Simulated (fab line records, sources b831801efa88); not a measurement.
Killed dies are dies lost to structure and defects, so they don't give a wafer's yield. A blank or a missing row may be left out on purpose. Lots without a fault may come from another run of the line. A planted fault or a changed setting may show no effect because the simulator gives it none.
Which tool did it? | flow sky130 | 12 lots, 36 wafers sampled, at 6 steps of a route of 708

WHAT THE GAUGES READ, wafer by wafer
SKY_LDD_N_TW_MEAS_17.
lot  | measured     | on            | LDD_N_TW
L655 | day 19 08:56 | film_metro-01 | 2524 2520 2527
L656 | day 19 13:30 | film_metro-02 | 2610 2608 2618
L658 | day 20 14:39 | film_metro-02 | 2589 2596 2599
L660 | day 21 07:43 | film_metro-02 | 2708 2706 2706
L661 | day 21 07:35 | film_metro-01 | 2567 2569 2552
L663 | day 22 01:16 | film_metro-03 | 2707 2707 2709
L664 | day 22 02:54 | film_metro-03 | 2705 2706 2705
L674 | day 26 02:13 | film_metro-02 | 2615 2626 2605
L673 | day 26 03:08 | film_metro-01 | 2551 2565 2542
L672 | day 26 03:25 | film_metro-01 | 2550 2554 2560
L675 | day 26 09:22 | film_metro-01 | 2551 2542 2555
L676 | day 26 19:20 | film_metro-01 | 2551 2554 2558

SKY_POLY_CUT_OVL_MEAS_09.
lot  | measured     | on         | POLY_CUT_OVL (nm)
L655 | day 25 18:01 | overlay-01 | -6 -16 -5
L656 | day 26 00:37 | overlay-01 | 3 5 1
L658 | day 26 23:40 | overlay-02 | 5 5 10
L660 | day 27 15:16 | overlay-02 | 2 -4 -6
L661 | day 27 16:59 | overlay-01 | 2 -1 0
L663 | day 28 09:25 | overlay-02 | 2 -1 0
L664 | day 28 10:40 | overlay-02 | 1 6 0
L674 | day 32 04:28 | overlay-01 | 1 -3 1
L673 | day 32 05:55 | overlay-02 | -9 -1 -11
L672 | day 32 06:52 | overlay-01 | 0 2 2
L675 | day 32 11:17 | overlay-01 | 9 7 8
L676 | day 32 20:35 | overlay-01 | 7 -2 2

SKY_METAL2_RS_MEAS_05: measures by four-point-probe.
lot  | measured     | on            | METAL2_ALCU_RS (ohm/sq)
L655 | day 35 10:50 | film_metro-04 | 0.1263 0.1286 0.1286
L656 | day 35 20:37 | film_metro-01 | 0.1272 0.1274 0.1279
L658 | day 36 15:51 | film_metro-01 | 0.1306 0.1276 0.1306
L660 | day 37 04:17 | film_metro-04 | 0.1281 0.1273 0.1278
L661 | day 37 06:46 | film_metro-02 | 0.1259 0.1256 0.1263
L663 | day 37 19:29 | film_metro-04 | 0.1275 0.1308 0.1269
L664 | day 37 22:25 | film_metro-04 | 0.1265 0.1235 0.1273
L674 | day 41 08:36 | film_metro-01 | 0.1290 0.1315 0.1300
L673 | day 41 09:49 | film_metro-04 | 0.1231 0.1250 0.1259
L672 | day 41 10:46 | film_metro-04 | 0.1285 0.1291 0.1294
L675 | day 41 15:44 | film_metro-01 | 0.1254 0.1245 0.1259
L676 | day 41 22:01 | film_metro-01 | 0.1256 0.1258 0.1242

WHICH TOOL RAN EACH LOT (tool, then ch and the chambers of the sampled wafers, then the start)
lot  | SKY_LDD_N_IMPLANT_08            | SKY_LDD_N_STRIP_16                   | SKY_METAL2_SPUTTER_03
L655 | implanter-01 ch 0, day 19 07:38 | plasma_asher-03 ch 0,1, day 19 08:50 | pvd_sputter-04, day 35 10:46
L656 | implanter-04 ch 0, day 19 12:12 | plasma_asher-01 ch 0,1, day 19 13:24 | pvd_sputter-04, day 35 20:34
L658 | implanter-01 ch 0, day 20 13:21 | plasma_asher-04 ch 0,1, day 20 14:33 | pvd_sputter-01, day 36 15:47
L660 | implanter-01 ch 0, day 21 06:07 | plasma_asher-01 ch 0,1, day 21 07:37 | pvd_sputter-02, day 37 04:11
L661 | implanter-02 ch 0, day 21 06:17 | plasma_asher-04 ch 0,1, day 21 07:29 | pvd_sputter-02, day 37 06:41
L663 | implanter-04 ch 0, day 21 23:25 | plasma_asher-04 ch 1, day 22 01:03   | pvd_sputter-01, day 37 19:23
L664 | implanter-02 ch 0, day 22 01:17 | plasma_asher-01 ch 0,1, day 22 02:48 | pvd_sputter-04, day 37 22:22
L674 | implanter-01 ch 0, day 26 00:55 | plasma_asher-03 ch 0,1, day 26 02:07 | pvd_sputter-01, day 41 08:32
L673 | implanter-04 ch 0, day 26 01:51 | plasma_asher-04 ch 0, day 26 03:01   | pvd_sputter-02, day 41 09:44
L672 | implanter-01 ch 0, day 26 02:07 | plasma_asher-01 ch 0,1, day 26 03:19 | pvd_sputter-02, day 41 10:43
L675 | implanter-01 ch 0, day 26 08:07 | plasma_asher-03 ch 0,1, day 26 09:16 | pvd_sputter-04, day 41 15:36
L676 | implanter-04 ch 0, day 26 18:02 | plasma_asher-03 ch 0,1, day 26 19:14 | pvd_sputter-01, day 41 21:56
- SKY_LDD_N_IMPLANT_08
- SKY_LDD_N_STRIP_16: strips in O2/N2.
- SKY_METAL2_SPUTTER_03: material Ti, target thk 5 nm, time 3.3 s.

WHAT THE TOOLS THEMSELVES READ (means of the sampled wafers that have a number; where no wafer has one, the mark that the record gives instead)
SKY_LDD_N_STRIP_16.
lot  | tool            | drypump_motor_current_A (A) | oes_product_au (a.u.) | strip_time_to_endpoint_s (s)
L655 | plasma_asher-03 | 5.7                         | 0.406                 | 4.324
L656 | plasma_asher-01 | 6.4                         | 0.402                 | 4.314
L658 | plasma_asher-04 | 5.6                         | 0.410                 | 4.338
L660 | plasma_asher-01 | 6.5                         | 0.408                 | 4.523
L661 | plasma_asher-04 | 5.6                         | 0.403                 | 4.304
L663 | plasma_asher-04 | 5.6                         | 0.407                 | 4.541
L664 | plasma_asher-01 | 6.5                         | 0.408                 | 4.523
L674 | plasma_asher-03 | 6.0                         | 0.409                 | 4.312
L673 | plasma_asher-04 | 5.5                         | 0.411                 | 4.335
L672 | plasma_asher-01 | 6.5                         | 0.407                 | 4.331
L675 | plasma_asher-03 | 5.7                         | 0.406                 | 4.333
L676 | plasma_asher-03 | 6.0                         | 0.401                 | 4.309

SKY_METAL2_SPUTTER_03.
lot  | tool           | throttle_valve_pct (%)
L655 | pvd_sputter-04 | 30.5
L656 | pvd_sputter-04 | 30.5
L658 | pvd_sputter-01 | 29.4
L660 | pvd_sputter-02 | 29.4
L661 | pvd_sputter-02 | 29.7
L663 | pvd_sputter-01 | 29.4
L664 | pvd_sputter-04 | 29.9
L674 | pvd_sputter-01 | 29.7
L673 | pvd_sputter-02 | 30.1
L672 | pvd_sputter-02 | 29.7
L675 | pvd_sputter-04 | 29.2
L676 | pvd_sputter-01 | 30.5

THE ANSWER, worked out from the rows above alone
Rule: what is usual is taken from the lots themselves. Put in order of their means at a reading, lots are off if they are a third of the lots or fewer, leave a main group of 4 or more, and stand apart from it by a gap of 3 or more times the standard deviation of the main group's means; of several such gaps the widest counts. A main group whose means are all the same, to the digits that the tables above print for the reading, isn't used. A lot without any number at a reading at which 4 lots or more have one is off too. The other lots that the step has rows for count as sound. The gauges are gone through in route order, then the tools' own readings, and for those a lot's mean is taken as printed above. The first step at which some lot is off is used, and at that step the reading that is off furthest; a lot without a number counts as furthest.
Off: L660, L663, L664, at SKY_LDD_N_TW_MEAS_17 (LDD_N_TW). The main group: mean 2569, standard deviation 29.
A tool fits if, at a process step before that reading, it ran every lot that is off, and no sound lot after the first of them. The gauges at SKY_LDD_N_TW_MEAS_17 aren't tried: what is off there is off at SKY_LDD_N_STRIP_16 too, on other tools, and a gauge's error can't cause that. None of those tried fits.

WHAT THE SIMULATOR HAD PUT IN
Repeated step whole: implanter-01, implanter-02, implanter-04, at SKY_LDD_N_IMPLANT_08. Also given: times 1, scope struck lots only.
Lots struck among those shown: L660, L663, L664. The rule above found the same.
